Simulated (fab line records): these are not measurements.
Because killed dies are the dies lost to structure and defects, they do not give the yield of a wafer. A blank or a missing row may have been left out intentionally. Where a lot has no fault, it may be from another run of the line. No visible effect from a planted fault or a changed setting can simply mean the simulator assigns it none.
Split-lot trial :: flow gf180mcu :: on a route of 602 steps: 5 lots, 23 wafers read

== ON THE SPLIT ==
At GF_M1_SPUTTER_04 (material TiN, target thk 50 nm, time 41.7 s), the setting time s was moved away from the recipe's 41.7 s on 7 of the 23 wafers read, by -10.5% to +7.5%. The other wafers ran this setting at the recipe's value.

The reading comes from the split's own step.

== THE READING ==
TiN_of_M1_SPUTTER_04.thk nm (the simulator's own value, which no gauge read), in nm, at GF_M1_SPUTTER_04 (material TiN, target thk 50 nm, time 41.7 s). The file does not state a usual value for it. Across the 16 wafers here that went through the recipe, the average is 49.96 nm and the standard deviation 0.39 nm.

wafer: L079.2
tool, chamber at the split: pvd sputter-04, -
time s as run, s: 41.7
against the recipe: recipe
TiN_of_M1_SPUTTER_04.thk nm, nm: 49.85
against lot-mates on the recipe: -

wafer: L079.3
tool, chamber at the split: pvd sputter-04, -
time s as run, s: 41.7
against the recipe: recipe
TiN_of_M1_SPUTTER_04.thk nm, nm: 49.64
against lot-mates on the recipe: -

wafer: L079.4
tool, chamber at the split: pvd sputter-04, -
time s as run, s: 37.34
against the recipe: -10.5%
TiN_of_M1_SPUTTER_04.thk nm, nm: 44.47
against lot-mates on the recipe: -5.32

wafer: L079.5
tool, chamber at the split: pvd sputter-04, -
time s as run, s: 37.34
against the recipe: -10.5%
TiN_of_M1_SPUTTER_04.thk nm, nm: 43.78
against lot-mates on the recipe: -6.01

wafer: L079.6
tool, chamber at the split: pvd sputter-04, -
time s as run, s: 41.7
against the recipe: recipe
TiN_of_M1_SPUTTER_04.thk nm, nm: 49.88
against lot-mates on the recipe: -

wafer: L080.2
tool, chamber at the split: pvd sputter-01, -
time s as run, s: 41.7
against the recipe: recipe
TiN_of_M1_SPUTTER_04.thk nm, nm: 50.06
against lot-mates on the recipe: -

wafer: L080.5
tool, chamber at the split: pvd sputter-01, -
time s as run, s: 41.7
against the recipe: recipe
TiN_of_M1_SPUTTER_04.thk nm, nm: 49.71
against lot-mates on the recipe: -

wafer: L080.6
tool, chamber at the split: pvd sputter-01, -
time s as run, s: 41.7
against the recipe: recipe
TiN_of_M1_SPUTTER_04.thk nm, nm: 49.34
against lot-mates on the recipe: -

wafer: L081.1
tool, chamber at the split: pvd sputter-03, -
time s as run, s: 41.7
against the recipe: recipe
TiN_of_M1_SPUTTER_04.thk nm, nm: 50.16
against lot-mates on the recipe: -

wafer: L081.2
tool, chamber at the split: pvd sputter-03, -
time s as run, s: 41.7
against the recipe: recipe
TiN_of_M1_SPUTTER_04.thk nm, nm: 49.88
against lot-mates on the recipe: -

wafer: L081.3
tool, chamber at the split: pvd sputter-03, -
time s as run, s: 41.7
against the recipe: recipe
TiN_of_M1_SPUTTER_04.thk nm, nm: 49.67
against lot-mates on the recipe: -

wafer: L081.4
tool, chamber at the split: pvd sputter-03, -
time s as run, s: 44.15
against the recipe: +5.9%
TiN_of_M1_SPUTTER_04.thk nm, nm: 53.27
against lot-mates on the recipe: +3.37

wafer: L081.5
tool, chamber at the split: pvd sputter-03, -
time s as run, s: 44.15
against the recipe: +5.9%
TiN_of_M1_SPUTTER_04.thk nm, nm: 53.14
against lot-mates on the recipe: +3.24

wafer: L082.1
tool, chamber at the split: pvd sputter-01, -
time s as run, s: 41.7
against the recipe: recipe
TiN_of_M1_SPUTTER_04.thk nm, nm: 50.76
against lot-mates on the recipe: -

wafer: L082.2
tool, chamber at the split: pvd sputter-01, -
time s as run, s: 41.7
against the recipe: recipe
TiN_of_M1_SPUTTER_04.thk nm, nm: 49.55
against lot-mates on the recipe: -

wafer: L082.3
tool, chamber at the split: pvd sputter-01, -
time s as run, s: 41.7
against the recipe: recipe
TiN_of_M1_SPUTTER_04.thk nm, nm: 50.24
against lot-mates on the recipe: -

wafer: L082.5
tool, chamber at the split: pvd sputter-01, -
time s as run, s: 41.7
against the recipe: recipe
TiN_of_M1_SPUTTER_04.thk nm, nm: 49.54
against lot-mates on the recipe: -

wafer: L082.6
tool, chamber at the split: pvd sputter-01, -
time s as run, s: 41.7
against the recipe: recipe
TiN_of_M1_SPUTTER_04.thk nm, nm: 50.49
against lot-mates on the recipe: -

wafer: L084.1
tool, chamber at the split: pvd sputter-03, -
time s as run, s: 44.84
against the recipe: +7.5%
TiN_of_M1_SPUTTER_04.thk nm, nm: 54.02
against lot-mates on the recipe: +3.73

wafer: L084.2
tool, chamber at the split: pvd sputter-03, -
time s as run, s: 41.7
against the recipe: recipe
TiN_of_M1_SPUTTER_04.thk nm, nm: 50.54
against lot-mates on the recipe: -

wafer: L084.4
tool, chamber at the split: pvd sputter-03, -
time s as run, s: 44.84
against the recipe: +7.5%
TiN_of_M1_SPUTTER_04.thk nm, nm: 54.45
against lot-mates on the recipe: +4.16

wafer: L084.5
tool, chamber at the split: pvd sputter-03, -
time s as run, s: 41.7
against the recipe: recipe
TiN_of_M1_SPUTTER_04.thk nm, nm: 50.04
against lot-mates on the recipe: -

wafer: L084.6
tool, chamber at the split: pvd sputter-03, -
time s as run, s: 44.84
against the recipe: +7.5%
TiN_of_M1_SPUTTER_04.thk nm, nm: 54.19
against lot-mates on the recipe: +3.90

THE FIT
A straight line over all 23 wafers: TiN_of_M1_SPUTTER_04.thk nm changes by +0.56 nm for each +1% of time s; r = +0.99; the points scatter about the line by 0.36 nm.
The same after taking each lot's own level away (the mean of its wafers on the recipe; 23 wafers): +0.538 nm for each +1%; r = +0.99; scatter 0.32 nm.
That fit puts the effect of the largest move of time s on the reading at 5.6 nm.
From 49.703 to 50.290 nm: that is the span of the lots' own levels, equal to 1.5 times the standard deviation above.
The two slopes are in agreement: the lot-to-lot level therefore moves the slope only a little.
Check: -5.77 nm against its lot-mates is what the line predicts for one of the wafers moved furthest among these (-10.5%) when that wafer is left out of the fit. It came out at -5.32 nm against them.

== THESE WAFERS: OTHER SPLITS ==
These wafers also went through other splits before the reading. Each is held against what the fit with the lots' levels taken away leaves over:
other split on the same wafers: GF_CONTACT_PEB_12 peb temp c
wafers away from the commonest value: 5
r with TiN_of_M1_SPUTTER_04.thk nm (lot level and that fit taken away): -0.04

== THE FILE'S OWN FIT ==
TiN_of_M1_SPUTTER_04.thk nm changes by +0.539 nm for each +1% of time s, r = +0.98.
